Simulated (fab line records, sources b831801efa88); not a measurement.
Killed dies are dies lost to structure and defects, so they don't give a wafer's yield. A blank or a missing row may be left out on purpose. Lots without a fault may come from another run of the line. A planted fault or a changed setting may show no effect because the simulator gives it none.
A struck lot beside a sound one | flow sfq_line | 14 steps out of a route of 325
Sound: wafers L518.1, L518.2, L518.6. Struck: wafers L528.2, L528.4. (L528.3 of the same lot was not struck and is left out.) The cause comes at the end.
At each step with rows: each side's tool, then ch and its chambers, then its first start. Under that, the readings that differ: sound wafers | struck wafers | difference of the means | sigmas: that difference in standard deviations of wafers without a fault.
alike: readings whose means differ by less than 2 such deviations, and words and numbers that are the same on both sides. not compared: withheld readings, readings that some wafer has no value for, bounds like >300 that may hide the same value, and numbers for which the record gives no deviation and whose values overlap.
The two part at a step that has a row with sigmas, a row that says differs or no value, or rows on one side only. Numbers that don't overlap but have no deviation are shown without sigmas and don't part them. A reading that every wafer of one side lacks parts them only if that side has two wafers or more.

first, 6 steps without rows for these wafers: SFQ_TRILAYER_M7_LITHO_COAT_182 (resist thk 62 nm); SFQ_TRILAYER_M7_LITHO_COAT_177 (resist thk 600 nm); SFQ_TRILAYER_M7_LITHO_SOFTBAKE_181; SFQ_TRILAYER_M7_LITHO_EXPOSE_178 (exposes mask M7, target cd 500 nm); SFQ_TRILAYER_M7_LITHO_PEB_180 (peb time 60 s); SFQ_TRILAYER_M7_LITHO_DEVELOP_179 (time 60 s).
SFQ_M7_OVL_MEAS_945:
  sound on overlay-01, day 63 21:13; struck on overlay-02, day 66 19:57
  alike: M7_OVL
SFQ_TRILAYER_M7_BARC_OPEN_METAL_ETCH_229: etches BARC in O2, target depth 125 nm, time 41.7 s.
  sound on rie_metal-04 ch 0, day 63 21:16; struck on rie_metal-04 ch 0,1, day 66 19:59
  alike: drypump_motor_current_A, oes_product_au
  not compared: rf_hours_counter_h
SFQ_TRILAYER_M7_ETCH_METAL_ETCH_180: etches Nb in Cl2/Ar, stops on SiO2, target depth 240 nm, time 120 s.
  sound on rie_metal-04 ch 0, day 63 21:23; struck on rie_metal-04 ch 0,1, day 66 20:02
  alike: drypump_motor_current_A, oes_product_au
  not compared: rf_hours_counter_h
SFQ_TRILAYER_M7_STRIP_STRIP_181: strips in O2.
  sound on rie_metal-04 ch 0, day 63 21:38; struck on rie_metal-04 ch 0,1, day 66 20:10
  alike: drypump_motor_current_A, oes_product_au, platen_temp_c
  not compared: rf_hours_counter_h
then, 1 step without rows for these wafers: SFQ_TRILAYER_M7_STRIP_SOLV_CLEAN_182 (cleans in NMP, time 600 s).
SFQ_TRILAYER_I7_DEP_PECVD_183: deposits SiO2 from SiH4/N2O, time 111.11 s, target thk 500 nm.
  sound on pecvd-01 ch 0,1,2, day 63 23:01; struck on pecvd-04 ch 0, day 66 20:56
  reading                                             | sound                | struck        | difference | sigmas
  rf_fwd_power_W (W)                                  | 182.3 182.2 181.9    | 154.2 153.8   | -28.1      | -42
  susceptor_temp_C (C)                                | 149.94 150.24 150.12 | 149.78 149.71 | -0.35      | -3
  model.SiO2_of_TRILAYER_I7_DEP_PECVD_183.thk_nm (nm) | 492.8 496.1 506.2    | 470.7 478.3   | -23.9      |
  alike: heater_power_w, throttle_valve_pct
SFQ_TRILAYER_I7_CMP_CMP_184: polishes SiO2.
  sound on cmp-01 ch 1,2, day 63 23:06; struck on cmp-01 ch 0,1, day 66 21:01
  reading                | sound       | struck  | difference | sigmas
  time_to_endpoint_s (s) | 211 216 220 | 196 202 | -17        | -3
  alike: motor_current_A
SFQ_I7_BOW_MEAS_946:
  sound on film_metro-01, day 64 02:06; struck on film_metro-02, day 67 00:02
  alike: I7_BOW

WHERE THEY PART
First at SFQ_TRILAYER_I7_DEP_PECVD_183; last, within this record, at SFQ_TRILAYER_I7_CMP_CMP_184. Later steps at which nothing parts them and some readings are alike: SFQ_I7_BOW_MEAS_946.

WHY: what the simulator had put in
Process parameter drift: pecvd-04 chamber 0, from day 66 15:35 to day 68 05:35, at SFQ_TRILAYER_I7_DEP_PECVD_183. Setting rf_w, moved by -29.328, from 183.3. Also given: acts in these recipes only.
